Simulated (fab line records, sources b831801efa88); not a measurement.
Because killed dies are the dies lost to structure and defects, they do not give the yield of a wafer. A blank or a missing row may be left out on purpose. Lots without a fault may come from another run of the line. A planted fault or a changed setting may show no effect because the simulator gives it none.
fab line records + flow sky130 + part 2 of 2: steps 26 to 33 of 33
record
- lots=5
- wafers=15
- last-day=50
route steps=708 shown CONTACT@421 METAL1@434
lots with no fault: from the same line, run without faults
start-h: hours from the record's opening day to when the first of the lot's shown wafers began + wait-h: hours from the lot's prior step to this one + " identical to the entry in the row above + L1.1+2: several wafers, shown together as one row + - no value, or no start given + * or withheld: withheld + < > ~ a bound
route shown NAME@n: names a module that has steps shown in the file, with the first one's number in the route + usual: the fault-free wafers' mean and standard deviation + same: alike in all rows + chamber/n: place in a boat + sites: each site's reading + _std_site: the values' standard deviation + _edge_site: the outer-site mean with the inner-site mean subtracted + radius-mm: for every site, how far away it sits from the centre of the wafer + mask NAME#n: copy n + behind: tool/chamber where the wafer was last shaped + hold: why the lot went on hold/how many hours it stayed there/how the hold came to an end + device: names the non-switching transistor (n, p or np) + end of line: the same wafers' tests at the end of the route + a step given without rows: its recipe and nothing more + killed: count of dies lost to structure and defects at first sort (not the wafer's yield) + map: a wafer's dies, marking killed ones x, the rest . and places with no die _
set.NAME: the setting that was run; set.NAME@STEP: the one run at that earlier step + model.NAME: the simulator's own value behind a step, which no gauge read
lots at selected steps of the route; one table per step, one row per wafer
services: when a tool's chamber went out of use (start-h, in hours from the record's first day, below 0 if earlier), for how many hours, and the reason
## steps
# step SKY_METAL1_EXPOSE_12
# recipe
- mask-id=MM1
- na=0.8
- source-shape=annular
- sigma-inner=0.55
- sigma-outer=0.85
- target-cd-nm=140
- dose-mj=28
# usual
- reticle-temp-C=23.01/0.11
| lot.wafer | tool           | chamber | start-h | wait-h | mask  | reticle-temp-C |
|-----------|----------------|---------|---------|--------|-------|----------------|
| L078.4    | krf-scanner-01 | 0       | -       | -      | MM1#0 | 22.95          |
| L078.5    | "              | 0       | "       | "      | MM1#0 | 23.17          |
| L078.6    | "              | 0       | "       | "      | MM1#0 | 23.15          |
| L080.2    | krf-scanner-01 | 0       | -       | -      | MM1#0 | 23.07          |
| L080.5    | "              | 0       | "       | "      | MM1#0 | 23.03          |
| L080.6    | "              | 0       | "       | "      | MM1#0 | 22.95          |
| L081.2    | krf-scanner-02 | 0       | -       | -      | MM1#0 | 22.93          |
| L081.5    | "              | 0       | "       | "      | MM1#0 | 22.89          |
| L081.6    | "              | 0       | "       | "      | MM1#0 | 22.90          |
| L085.1    | krf-scanner-01 | 0       | -       | -      | MM1#0 | 22.80          |
| L085.2    | "              | 0       | "       | "      | MM1#0 | 22.79          |
| L085.3    | "              | 0       | "       | "      | MM1#0 | 22.91          |
| L095.1    | krf-scanner-01 | 0       | -       | -      | MM1#0 | 22.95          |
| L095.2    | "              | 0       | "       | "      | MM1#0 | 22.96          |
| L095.6    | "              | 0       | "       | "      | MM1#0 | 22.83          |
# step SKY_METAL1_PEB_13
# recipe
- peb-temp-c=withheld
- peb-time-s=withheld
- resist=KrF-thick
| lot.wafer  | tool           | chamber | start-h | wait-h |
|------------|----------------|---------|---------|--------|
| L078.4+5+6 | litho-track-03 | 0       | -       | -      |
| L080.2+5+6 | litho-track-01 | 0       | -       | -      |
| L081.2+5+6 | litho-track-02 | 0       | -       | -      |
| L085.1+2+3 | litho-track-02 | 0       | -       | -      |
| L095.1+2+6 | litho-track-02 | 0       | -       | -      |
# step SKY_METAL1_DEVELOP_14
# recipe
- develop-time-s=60
- resist=KrF-thick
- dev-temp-c=21
# usual
- developer-temp-C=21.00/0.11
| lot.wafer | tool           | chamber | start-h | wait-h | developer-temp-C |
|-----------|----------------|---------|---------|--------|------------------|
| L078.4    | litho-track-03 | 0       | -       | -      | 21.11            |
| L078.5    | "              | 0       | "       | "      | 21.00            |
| L078.6    | "              | 0       | "       | "      | 20.92            |
| L080.2    | litho-track-01 | 0       | -       | -      | 21.20            |
| L080.5    | "              | 0       | "       | "      | 21.05            |
| L080.6    | "              | 0       | "       | "      | 21.14            |
| L081.2    | litho-track-02 | 0       | -       | -      | 21.03            |
| L081.5    | "              | 0       | "       | "      | 20.79            |
| L081.6    | "              | 0       | "       | "      | 20.91            |
| L085.1    | litho-track-02 | 0       | -       | -      | 21.09            |
| L085.2    | "              | 0       | "       | "      | 20.93            |
| L085.3    | "              | 0       | "       | "      | 20.93            |
| L095.1    | litho-track-02 | 0       | -       | -      | 20.91            |
| L095.2    | "              | 0       | "       | "      | 21.11            |
| L095.6    | "              | 0       | "       | "      | 21.08            |
# step SKY_METAL1_CD_MEAS_15
# recipe
- target-cd-nm=140
# usual
- cd-nm=140.1/1.5
| lot.wafer | tool      | chamber | start-h | wait-h | cd-nm |
|-----------|-----------|---------|---------|--------|-------|
| L078.4    | cd-sem-01 | -       | 785.58  | -      | 139.4 |
| L078.5    | "         | -       | "       | "      | 140.2 |
| L078.6    | "         | -       | "       | "      | 139.3 |
| L080.2    | cd-sem-01 | -       | 830.43  | -      | 136.9 |
| L080.5    | "         | -       | "       | "      | 138.3 |
| L080.6    | "         | -       | "       | "      | 137.2 |
| L081.2    | cd-sem-02 | -       | 831.92  | -      | 140.1 |
| L081.5    | "         | -       | "       | "      | 140.9 |
| L081.6    | "         | -       | "       | "      | 142.5 |
| L085.1    | cd-sem-01 | -       | 860.10  | -      | 139.8 |
| L085.2    | "         | -       | "       | "      | 141.1 |
| L085.3    | "         | -       | "       | "      | 140.8 |
| L095.1    | cd-sem-02 | -       | 937.75  | -      | 138.9 |
| L095.2    | "         | -       | "       | "      | 139.7 |
| L095.6    | "         | -       | "       | "      | 140.1 |
# step SKY_METAL1_OVL_MEAS_16
# usual
- METAL1_OVL=3/6.3
| lot.wafer | tool       | chamber | start-h | wait-h | METAL1_OVL[nm] |
|-----------|------------|---------|---------|--------|----------------|
| L078.4    | overlay-01 | -       | 785.66  | 0.1    | -6             |
| L078.5    | "          | -       | "       | "      | -4             |
| L078.6    | "          | -       | "       | "      | 3              |
| L080.2    | overlay-01 | -       | 830.54  | 0.1    | 8              |
| L080.5    | "          | -       | "       | "      | 4              |
| L080.6    | "          | -       | "       | "      | 13             |
| L081.2    | overlay-02 | -       | 832.02  | 0.1    | 1              |
| L081.5    | "          | -       | "       | "      | 5              |
| L081.6    | "          | -       | "       | "      | 12             |
| L085.1    | overlay-02 | -       | 860.22  | 0.1    | 5              |
| L085.2    | "          | -       | "       | "      | 2              |
| L085.3    | "          | -       | "       | "      | 3              |
| L095.1    | overlay-02 | -       | 937.87  | 0.1    | 8              |
| L095.2    | "          | -       | "       | "      | 8              |
| L095.6    | "          | -       | "       | "      | 9              |
# step SKY_METAL1_DESCUM_17
# recipe
- chemistry=O2
- source-power-w=150
- bias-power-w=0
- pressure-mtorr=10
- temp-c=40
- time-s=8
# usual
- drypump-motor-current-A=5.7/0.35
- oes-product-au=1.003/0.0089
- temp-c=40.00/0.11
| lot.wafer | tool         | chamber | start-h | wait-h | drypump-motor-current-A | oes-product-au | rf-hours-counter-h | temp-c |
|-----------|--------------|---------|---------|--------|-------------------------|----------------|--------------------|--------|
| L078.4    | rie-metal-04 | 1       | 785.69  | 0.0    | 6.1                     | 0.996          | -                  | 39.95  |
| L078.5    | "            | 1       | "       | "      | 6.0                     | 0.998          | -                  | 39.95  |
| L078.6    | "            | 0       | "       | "      | 5.7                     | 0.995          | -                  | 40.01  |
| L080.2    | rie-metal-04 | 0       | 830.58  | 0.0    | 5.6                     | 0.990          | -                  | 39.99  |
| L080.5    | "            | 0       | "       | "      | 5.7                     | 1.002          | -                  | 39.85  |
| L080.6    | "            | 0       | "       | "      | 5.6                     | 0.998          | -                  | 40.00  |
| L081.2    | rie-metal-01 | 1       | 832.05  | 0.0    | 5.7                     | 0.998          | 16                 | 40.03  |
| L081.5    | "            | 0       | "       | "      | 5.3                     | 1.007          | -                  | 40.10  |
| L081.6    | "            | 1       | "       | "      | 5.7                     | 0.993          | -                  | 40.06  |
| L085.1    | rie-metal-04 | 0       | 860.25  | 0.0    | 5.7                     | 0.990          | 5                  | 40.04  |
| L085.2    | "            | 1       | "       | "      | 6.0                     | 0.990          | 1                  | 40.05  |
| L085.3    | "            | 0       | "       | "      | 5.8                     | 0.992          | -                  | 39.93  |
| L095.1    | rie-metal-04 | 1       | 937.90  | 0.0    | 6.0                     | 1.001          | 4                  | 39.86  |
| L095.2    | "            | 0       | "       | "      | 5.7                     | 0.983          | 9                  | 40.05  |
| L095.6    | "            | 0       | "       | "      | 5.7                     | 0.990          | -                  | 40.28  |
# step SKY_METAL1_ETCH_18
# recipe
- chemistry=N2/H2
- target=BARC
- ion-energy-ev=200
- bias-w=100
- pressure-mtorr=30
- n2-flow-sccm=100
- h2-flow-sccm=200
- icp-w=500
- stop-on=SiO2
- time-s=45.9
- target-depth-a=600
# usual
- drypump-motor-current-A=5.7/0.34
- h2-flow-sccm=200.0/0.58
- oes-product-au=0.854/0.005
- throttle-valve-pct=13.225/0.0092
| lot.wafer | tool         | chamber | start-h | wait-h | drypump-motor-current-A | h2-flow-sccm | oes-product-au | rf-hours-counter-h | throttle-valve-pct |
|-----------|--------------|---------|---------|--------|-------------------------|--------------|----------------|--------------------|--------------------|
| L078.4    | rie-metal-04 | 1       | 785.73  | 0.0    | 6.0                     | 199.7        | 0.866          | -                  | 13.229             |
| L078.5    | "            | 1       | "       | "      | 6.0                     | 200.0        | 0.850          | -                  | 13.220             |
| L078.6    | "            | 0       | "       | "      | 5.6                     | 200.1        | 0.853          | -                  | 13.226             |
| L080.2    | rie-metal-04 | 0       | 830.65  | 0.1    | 5.7                     | 200.3        | 0.859          | -                  | 13.223             |
| L080.5    | "            | 0       | "       | "      | 5.7                     | 200.7        | 0.854          | -                  | 13.228             |
| L080.6    | "            | 0       | "       | "      | 5.7                     | 200.4        | 0.854          | -                  | 13.234             |
| L081.2    | rie-metal-01 | 1       | 832.09  | 0.0    | 5.7                     | 200.2        | 0.854          | 16                 | 13.222             |
| L081.5    | "            | 0       | "       | "      | 5.3                     | 200.0        | 0.858          | -                  | 13.241             |
| L081.6    | "            | 1       | "       | "      | 5.7                     | 200.4        | 0.850          | -                  | 13.238             |
| L085.1    | rie-metal-04 | 0       | 860.29  | 0.0    | 5.7                     | 199.4        | 0.852          | 5                  | 13.224             |
| L085.2    | "            | 1       | "       | "      | 6.0                     | 200.3        | 0.859          | 1                  | 13.245             |
| L085.3    | "            | 0       | "       | "      | 5.7                     | 199.7        | 0.853          | -                  | 13.213             |
| L095.1    | rie-metal-04 | 1       | 937.94  | 0.0    | 6.1                     | 200.7        | 0.844          | 4                  | 13.242             |
| L095.2    | "            | 0       | "       | "      | 5.7                     | 199.6        | 0.852          | 9                  | 13.233             |
| L095.6    | "            | 0       | "       | "      | 5.7                     | 199.9        | 0.862          | -                  | 13.226             |
# step SKY_METAL1_METAL_ETCH_19
# recipe
- target-depth-a=3600
- stop-on=SiO2
- over-etch-frac=0.3
- time-s=78
- chemistry=Cl2/BCl3
- resist-sidewall-deg=88
- pressure-mtorr=10
- icp-w=900
- bias-w=48.5
- Cl2_flow_sccm=60
- bcl3-flow-sccm=30
# usual
- drypump-motor-current-A=5.7/0.35
- oes-product-au=0.855/0.0058
- throttle-valve-pct=22.265/0.0086
| lot.wafer | tool         | chamber | start-h | wait-h | drypump-motor-current-A | oes-product-au | rf-hours-counter-h | throttle-valve-pct |
|-----------|--------------|---------|---------|--------|-------------------------|----------------|--------------------|--------------------|
| L078.4    | rie-metal-04 | 1       | 785.80  | 0.1    | 6.1                     | 0.854          | -                  | 22.266             |
| L078.5    | "            | 1       | "       | "      | 6.0                     | 0.858          | -                  | 22.261             |
| L078.6    | "            | 0       | "       | "      | 5.7                     | 0.853          | -                  | 22.261             |
| L080.2    | rie-metal-04 | 0       | 830.79  | 0.1    | 5.7                     | 0.853          | -                  | 22.266             |
| L080.5    | "            | 0       | "       | "      | 5.7                     | 0.857          | -                  | 22.255             |
| L080.6    | "            | 0       | "       | "      | 5.7                     | 0.860          | -                  | 22.256             |
| L081.2    | rie-metal-01 | 1       | 832.15  | 0.0    | 5.7                     | 0.853          | 16                 | 22.266             |
| L081.5    | "            | 0       | "       | "      | 5.3                     | 0.869          | -                  | 22.255             |
| L081.6    | "            | 1       | "       | "      | 5.7                     | 0.867          | -                  | 22.264             |
| L085.1    | rie-metal-04 | 0       | 860.35  | 0.0    | 5.7                     | 0.858          | 6                  | 22.272             |
| L085.2    | "            | 1       | "       | "      | 6.0                     | 0.862          | 1                  | 22.266             |
| L085.3    | "            | 0       | "       | "      | 5.7                     | 0.863          | -                  | 22.264             |
| L095.1    | rie-metal-04 | 1       | 938.00  | 0.0    | 6.0                     | 0.851          | 4                  | 22.265             |
| L095.2    | "            | 0       | "       | "      | 5.7                     | 0.858          | 9                  | 22.247             |
| L095.6    | "            | 0       | "       | "      | 5.7                     | 0.851          | -                  | 22.261             |
## services
| tool           | chamber | start-h | hours | kind   |
|----------------|---------|---------|-------|--------|
| rie-diel-01    | 3       | 735.48  | 5.8   | repair |
| wet-bench-04   | -       | 736.37  | 1.3   | repair |
| rie-diel-02    | 2       | 738.51  | 5.7   | repair |
| cvd-w-02       | -       | 753.96  | 1.9   | repair |
| pvd-sputter-04 | -       | 757.59  | 7.3   | repair |
| rie-diel-01    | 2       | 758.08  | 2.6   | repair |
| rie-metal-01   | 1       | 762.45  | 35.1  | repair |
| rie-diel-04    | -       | 769.88  | 1.2   | repair |
| rie-diel-04    | 3       | 786.70  | 6.9   | repair |
| krf-scanner-01 | -       | 792.51  | 1.3   | pm     |
| pvd-sputter-04 | -       | 799.92  | 4.6   | repair |
| rie-diel-02    | 2       | 817.78  | 8.0   | repair |
| wet-bench-02   | -       | 821.62  | 1.5   | repair |
| pvd-sputter-01 | -       | 837.86  | 1.5   | repair |
| krf-scanner-01 | -       | 844.83  | 0.8   | pm     |
| cvd-w-02       | -       | 846.09  | 1.1   | repair |
| rie-diel-02    | 2       | 860.46  | 1.6   | repair |
| krf-scanner-01 | -       | 866.36  | 1.0   | pm     |
| krf-scanner-01 | -       | 876.79  | 4.0   | pm     |
| rie-diel-02    | 1       | 889.03  | 1.4   | repair |
| rie-diel-02    | 0       | 899.46  | 7.1   | repair |
| krf-scanner-01 | -       | 905.43  | 0.2   | repair |
| pvd-sputter-04 | -       | 925.17  | 3.5   | repair |
| krf-scanner-01 | -       | 936.37  | 0.5   | repair |
